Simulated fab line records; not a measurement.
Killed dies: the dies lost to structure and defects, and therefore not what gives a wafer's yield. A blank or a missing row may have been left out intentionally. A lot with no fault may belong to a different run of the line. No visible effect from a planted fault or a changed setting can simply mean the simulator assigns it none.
fab line records	flow gf180mcu
[record] lots = 15	wafers = 45	last_day = 34
route steps=602 shown NSD@244
lots that met no fault: from a run of the same line without faults
start_h: the number of hours between the record's first day and the start of the first shown wafer of the lot	wait_h: hours since the lot's step before	" as in the row above	L1.1+2: a single row standing in for several wafers	- no value, or no start given	* or withheld: withheld	< > ~ a bound
route shown NAME@n: names a module that has steps shown in the file, with the first one's number in the route	usual: the fault-free wafers' mean and standard deviation	same: alike in all rows	chamber/n: place in a boat	sites: per-site readings	_std_site: their standard deviation	_edge_site: inner sites' mean taken away from outer sites' mean	radius_mm: for every site, how far away it sits from the centre of the wafer	mask NAME#n: copy n	behind: the last tool/chamber to shape the wafer	hold: the reason the lot was held/the length of the hold in hours/how it ended	device: whichever transistor did not switch (one of n, p or np)	end of line: the tests these same wafers got at the end of their route	a step without rows: its recipe alone	killed: dies that structure and defects cost at the first sort, which is not the same as the wafer's yield	map: dies across one wafer; x = killed, . = not, _ = none there
set.NAME: the setting the step ran with; set.NAME@STEP: the setting that earlier step ran with	model.NAME: the simulator's own value behind a step, which no gauge read
steps of the route over a sample of lots; a table a step, a row a wafer
services: the hour from which a tool's chamber was out of use, counted from the record's first day as start_h (under 0 if before that day), plus the number of hours and why
[[steps]]
[step GF_NSD_IMPLANT_09]
[recipe] species = As	energy_kev = 60	dose_cm2 = 4e+15	tilt_deg = 7
lot.wafer	tool	chamber	start_h	wait_h
L785.1+4+5	implanter-02	0	297.89	0.0
L787.1+3+4	implanter-04	0	312.49	0.0
L786.2+3+6	implanter-04	0	317.34	0.0
L788.1+2+4	implanter-01	0	324.60	0.0
L789.1+3+6	implanter-01	0	334.15	0.0
L789.1+3+6	implanter-01	0	334.47	0.3
L790.2+4+5	implanter-01	0	337.90	0.0
L791.1+3+6	implanter-04	0	353.92	0.0
L795.4+5+6	implanter-02	0	385.96	0.1
L795.4+5+6	implanter-02	0	386.28	0.3
L796.1+4+5	implanter-04	0	396.69	0.0
L796.1+4+5	implanter-04	0	397.00	0.3
L797.3+4+5	implanter-02	0	399.00	0.1
L800.1+4+5	implanter-02	0	426.50	0.0
L803.2+3+5	implanter-04	0	446.34	0.0
L804.2+5+6	implanter-04	0	452.58	0.0
L805.3+4+6	implanter-04	0	467.93	0.1
L806.1+3+6	implanter-01	0	471.50	0.0
[step GF_NSD_STRIP_11]
[recipe] chemistry = O2/N2	power_w = 1400	pressure_mtorr = 1500	platen_temp_c = 250	o2_flow_sccm = 3000	n2_flow_sccm = 300	overash_fraction = 0.5
[usual] drypump_motor_current_A = 5.9/0.33	heater_power_w = 371/37	oes_product_au = 0.487/0.0047	strip_time_to_endpoint_s = 23.02/0.037
lot.wafer	tool	chamber	start_h	wait_h	drypump_motor_current_A	heater_power_w	oes_product_au	rf_hours_counter_h	strip_time_to_endpoint_s
L785.1	plasma_asher-03	1	298.19	0.1	5.8	364	0.495	19	23.06
L785.4	"	0	"	"	5.5	399	0.493	-	23.02
L785.5	"	1	"	"	5.8	383	0.490	-	23.06
L787.1	plasma_asher-02	0	312.79	0.1	5.5	333	0.485	53	22.99
L787.3	"	1	"	"	5.6	289	0.485	-	22.97
L787.4	"	0	"	"	5.5	334	0.488	-	22.98
L786.2	plasma_asher-02	1	317.62	0.1	5.6	293	0.490	54	23.00
L786.3	"	0	"	"	5.5	336	0.489	-	23.04
L786.6	"	1	"	"	5.5	301	0.477	-	22.99
L788.1	plasma_asher-01	1	324.90	0.1	5.9	349	0.485	67	23.02
L788.2	"	0	"	"	6.3	411	0.483	67	23.04
L788.4	"	1	"	"	5.9	356	0.491	-	23.02
L789.1	plasma_asher-01	1	334.77	0.1	5.9	362	0.465	68	24.14
L789.3	"	0	"	"	6.4	409	0.472	-	24.22
L789.6	"	1	"	"	5.9	356	0.481	-	24.13
L790.2	plasma_asher-01	1	338.18	0.1	5.9	353	0.486	69	23.03
L790.4	"	0	"	"	6.4	418	0.483	-	22.96
L790.5	"	1	"	"	5.9	355	0.494	-	23.01
L791.1	plasma_asher-01	0	354.22	0.1	6.3	416	0.487	70	23.00
L791.3	"	1	"	"	5.9	353	0.483	-	22.99
L791.6	"	0	"	"	6.3	416	0.492	-	23.02
L795.4	plasma_asher-02	0	386.54	0.1	5.5	319	0.476	-	24.14
L795.5	"	1	"	"	5.6	297	0.465	-	24.16
L795.6	"	0	"	"	5.5	336	0.478	-	24.19
L796.1	plasma_asher-01	1	397.30	0.1	5.9	350	0.477	75	24.17
L796.4	"	1	"	"	5.9	344	0.474	-	24.19
L796.5	"	1	"	"	5.9	346	0.482	-	24.15
L797.3	plasma_asher-03	0	399.28	0.1	5.4	386	0.489	-	23.02
L797.4	"	1	"	"	5.8	367	0.481	-	23.04
L797.5	"	0	"	"	5.5	396	0.486	-	23.01
L800.1	plasma_asher-01	1	426.80	0.1	5.9	353	0.494	79	22.99
L800.4	"	1	"	"	5.9	350	0.485	-	23.00
L800.5	"	1	"	"	5.9	346	0.479	-	22.94
L803.2	plasma_asher-03	0	446.62	0.1	5.5	385	0.487	35	22.97
L803.3	"	0	"	"	5.5	385	0.491	-	22.97
L803.5	"	0	"	"	5.5	378	0.486	-	22.95
L804.2	plasma_asher-03	0	452.86	0.1	5.5	381	0.484	36	23.09
L804.5	"	0	"	"	5.4	377	0.484	-	23.07
L804.6	"	1	"	"	5.8	369	0.479	-	23.06
L805.3	plasma_asher-03	1	468.22	0.1	5.8	370	0.486	-	22.98
L805.4	"	0	"	"	5.5	391	0.493	-	23.01
L805.6	"	0	"	"	5.5	384	0.483	-	22.97
L806.1	plasma_asher-01	0	471.80	0.1	6.4	420	0.492	83	23.06
L806.3	"	0	"	"	6.4	425	0.492	-	23.08
L806.6	"	1	"	"	5.9	345	0.492	-	23.13
[step GF_PSD_RS_MEAS_14]
[recipe] thk_meas_gauge = four-point-probe
[usual] NSD_RS = 46.13/0.079
lot.wafer	tool	chamber	start_h	wait_h	NSD_RS[ohm/sq]
L785.1	film_metro-01	-	319.52	0.1	46.06
L785.4	"	-	"	"	46.02
L785.5	"	-	"	"	46.05
L787.1	film_metro-01	-	334.56	0.1	46.16
L787.3	"	-	"	"	46.08
L787.4	"	-	"	"	46.09
L786.2	film_metro-01	-	339.62	0.1	46.03
L786.3	"	-	"	"	46.07
L786.6	"	-	"	"	46.18
L788.1	film_metro-03	-	346.50	0.1	46.16
L788.2	"	-	"	"	46.08
L788.4	"	-	"	"	46.24
L789.1	film_metro-03	-	356.31	0.1	43.99
L789.3	"	-	"	"	43.86
L789.6	"	-	"	"	43.90
L790.2	film_metro-03	-	359.98	0.1	46.01
L790.4	"	-	"	"	46.03
L790.5	"	-	"	"	45.99
L791.1	film_metro-01	-	377.33	0.1	46.21
L791.3	"	-	"	"	46.21
L791.6	"	-	"	"	46.20
L795.4	film_metro-01	-	409.90	0.1	44.12
L795.5	"	-	"	"	44.16
L795.6	"	-	"	"	44.14
L796.1	film_metro-03	-	421.05	0.1	44.01
L796.4	"	-	"	"	44.05
L796.5	"	-	"	"	44.09
L797.3	film_metro-03	-	423.60	0.1	46.21
L797.4	"	-	"	"	46.06
L797.5	"	-	"	"	46.15
L800.1	film_metro-01	-	451.76	0.1	46.18
L800.4	"	-	"	"	46.18
L800.5	"	-	"	"	46.17
L803.2	film_metro-03	-	471.68	0.1	46.12
L803.3	"	-	"	"	46.11
L803.5	"	-	"	"	46.13
L804.2	film_metro-03	-	477.42	0.1	46.05
L804.5	"	-	"	"	46.10
L804.6	"	-	"	"	46.05
L805.3	film_metro-01	-	493.04	0.1	46.32
L805.4	"	-	"	"	46.24
L805.6	"	-	"	"	46.28
L806.1	film_metro-04	-	496.40	0.1	46.05
L806.3	"	-	"	"	46.15
L806.6	"	-	"	"	46.23
[[services]]
tool	chamber	start_h	hours	kind
implanter-02	-	274.42	6.7	pm
implanter-04	-	288.12	4.2	repair
plasma_asher-02	-	296.84	4.7	repair
implanter-04	-	318.15	3.1	repair
implanter-04	-	324.47	13.6	pm
implanter-04	-	338.89	11.5	repair
plasma_asher-03	-	344.91	1.5	repair
implanter-04	-	345.42	3.4	repair
implanter-04	-	369.32	1.5	repair
implanter-04	-	376.31	1.8	pm
implanter-04	-	388.25	0.9	repair
implanter-02	-	414.74	2.8	pm
plasma_asher-03	-	427.70	8.8	repair
implanter-01	-	431.81	9.2	pm
plasma_asher-01	-	444.50	4.7	repair
plasma_asher-01	-	447.87	1.9	repair
plasma_asher-01	-	458.96	1.6	repair
[[key]]
[first_sign] step = GF_NSD_IMPLANT_09	reading = visit	direction = added
[effect] step = GF_NSD_STRIP_11	reading = strip_time_to_endpoint_s	direction = up	sigmas = 31	usual = *	struck = *
[effect] step = GF_PSD_RS_MEAS_14	reading = NSD_RS	direction = down	sigmas = 26	usual = 46.13	struck = 44.04
met_at GF_NSD_IMPLANT_09
struck_lots L789,L795,L796
tester_left_out L789,L795,L796
[fault] kind = repeated_step_whole	tool = implanter-01,implanter-02,implanter-04	chamber = -	onset_h = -	steps = GF_NSD_IMPLANT_09	times = 1	scope = struck_lots_only
// tester_left_out: of these lots the tester's yield and bins aren't shown, on N5 and GAA mostly nor the transistor test; their killed dies are dies lost to structure and defects alone, not to doping, threshold or leakage, so they don't give the yield
